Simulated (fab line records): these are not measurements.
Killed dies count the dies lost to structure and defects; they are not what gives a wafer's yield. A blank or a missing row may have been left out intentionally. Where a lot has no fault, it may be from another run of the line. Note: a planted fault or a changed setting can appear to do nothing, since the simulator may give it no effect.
Struck lot and sound lot, side by side || flow gf180mcu || 31 out of 602 route steps
Sound: the wafers L103.3, L103.5, L103.6. The struck wafers were L994.4, L994.5, L994.6. The cause comes at the end.
Order at every step that has rows: each side's tool, ch and its chambers, its first start. Under that, the readings that differ: sound wafers || struck wafers || difference of the means || sigmas: that difference in standard deviations of wafers without a fault.
alike: same words and numbers on both sides, and readings whose means sit less than 2 such deviations apart. not compared: any withheld reading, any reading some wafer has no value for, any bound like >300 that may hide the same value, and any number with overlapping values for which the record gives no deviation.
Wherever a step has rows on one side only, a row that says differs or no value, or a row with sigmas, the two part there. Numbers that have no deviation but don't overlap get no sigmas and don't part them. A reading that every wafer of one side lacks parts them only if that side has two wafers or more.

first, 1 step without rows for these wafers: GF_HV_LDD_CVD_56 (deposits Si3N4 from DCS/NH3, target thk 90 nm, time 1543 s).
GF_HV_LDD_THK_MEAS_57:
  sound: film_metro-02 at day 18 17:25; struck: film_metro-01 at day 15 11:29
  alike: HV_LDD_CVD_56_THK
GF_HV_LDD_ETCHBACK_58: etches Si3N4 in CH3F/O2, stops on SiO2, time 100 s, target depth 90 nm.
  sound on rie_diel-03 ch 0,2,3, day 18 17:28; struck on rie_diel-04 ch 1,2, day 15 11:31
  alike: drypump_motor_current_A, oes_product_au, throttle_valve_pct
  not compared: rf_hours_counter_h
then, 7 steps without rows for these wafers: GF_NSD_DEHYDRATE_00 (time 60 s); GF_NSD_HMDS_01 (prime time 60 s); GF_NSD_COAT_02 (resist thk 1000 nm); GF_NSD_SOFTBAKE_03 (time 60 s); GF_NSD_EXPOSE_04 (exposes mask Nplus, target cd 400 nm); GF_NSD_PEB_05; GF_NSD_DEVELOP_06 (develop time 60 s).
GF_NSD_CD_MEAS_07 targets a cd of 400 nm.
  sound: cd_sem-02 at day 19 17:37; struck: cd_sem-01 at day 16 08:16
  alike: cd_nm
GF_NSD_OVL_MEAS_08:
  sound: overlay-01 at day 19 17:43; struck: overlay-01 at day 16 08:20
  alike: NSD_OVL
GF_NSD_IMPLANT_09:
  sound on implanter-01 ch 0, day 19 17:47; struck on implanter-04 ch 0, day 16 08:26
{"reading": "beam_energy_keV", "sound": "60.039 59.996 60.016", "struck": "41.669 41.695 41.718", "difference": -18.323, "sigmas": "-99 or more"}
{"reading": "model.implant.rp_nm (nm)", "sound": "36.14 36.14 36.14", "struck": "28.41 28.41 28.41", "difference": -7.73, "sigmas": ""}
{"reading": "model.implant.drp_nm (nm)", "sound": "16.15 16.15 16.15", "struck": "12.29 12.29 12.29", "difference": -3.86, "sigmas": ""}
after that, 1 step had no rows for these wafers: GF_NSD_IMPLANT_10.
GF_NSD_STRIP_11: strips in O2/N2.
  sound on plasma_asher-04 ch 0,1, day 19 18:04; struck on plasma_asher-01 ch 0,1, day 16 08:41
{"reading": "oes_product_au (a.u.)", "sound": "0.493 0.484 0.485", "struck": "0.514 0.516 0.515", "difference": "+0.028", "sigmas": "+7"}
{"reading": "strip_time_to_endpoint_s (s)", "sound": "22.95 22.94 22.94", "struck": "20.58 20.56 20.60", "difference": -2.36, "sigmas": -62}
  alike: drypump_motor_current_A, heater_power_w, platen_temp_c
  not compared: rf_hours_counter_h
GF_NSD_TW_MEAS_12:
  sound: film_metro-02 at day 19 18:10; struck: film_metro-03 at day 16 09:01
{"reading": "NSD_TW", "sound": "4305 4319 4322", "struck": "4079 4077 4080", "difference": -237, "sigmas": -5}
  not compared: hold
then, 6 steps without rows for these wafers: GF_PSD_HMDS_01 (prime time 60 s); GF_PSD_COAT_02 (resist thk 1000 nm); GF_PSD_SOFTBAKE_03 (time 60 s); GF_PSD_EXPOSE_04 (exposes mask Pplus, target cd 400 nm); GF_PSD_PEB_05; GF_PSD_DEVELOP_06 (develop time 60 s).
GF_PSD_CD_MEAS_07 targets a cd of 400 nm.
  sound: cd_sem-01 at day 20 17:53; struck: cd_sem-01 at day 17 07:07
  alike: cd_nm
GF_PSD_OVL_MEAS_08:
  sound: overlay-01 at day 20 17:59; struck: overlay-01 at day 17 07:11
  alike: PSD_OVL
after that, 1 step had no rows for these wafers: GF_PSD_IMPLANT_09.
GF_PSD_STRIP_10: strips in O2/N2.
  sound on plasma_asher-03 ch 0,1, day 20 18:11; struck on plasma_asher-03 ch 0,1, day 17 07:23
  alike: drypump_motor_current_A, heater_power_w, oes_product_au, platen_temp_c, strip_time_to_endpoint_s
  not compared: rf_hours_counter_h
GF_PSD_TW_MEAS_11:
  sound: film_metro-04 at day 20 18:16; struck: film_metro-04 at day 17 07:29
  alike: PSD_TW
then, 1 step without rows for these wafers: GF_PSD_CLEAN_12 (cleans in SC1/SC2, time 150 s).
GF_PSD_RTA_13: time 20 s.
  sound on rtp_anneal-01 ch 0, day 20 18:23; struck on rtp_anneal-02 ch 0, day 17 07:37
  alike: lamp_power_pct, wafer_temp_C_max
GF_PSD_RS_MEAS_14: measurement is done with a four-point probe.
  sound: film_metro-02 at day 20 18:29; struck: film_metro-04 at day 17 08:05
{"reading": "NSD_RS (ohm/sq)", "sound": "46.21 46.17 46.21", "struck": "51.54 51.53 51.55", "difference": "+5.34", "sigmas": "+61"}
  not compared: hold
GF_PASSIVATION_PROBE_99:
  the record holds rows for the sound wafers here (prober-01, day 34 00:30) but none for the struck ones

## WHERE THEY PART
Last at GF_PASSIVATION_PROBE_99 as far as this record goes, first at GF_NSD_IMPLANT_09.

WHY: whatever the simulator had introduced
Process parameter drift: implanter-04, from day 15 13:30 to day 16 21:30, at GF_NSD_IMPLANT_09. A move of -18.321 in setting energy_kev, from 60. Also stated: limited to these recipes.
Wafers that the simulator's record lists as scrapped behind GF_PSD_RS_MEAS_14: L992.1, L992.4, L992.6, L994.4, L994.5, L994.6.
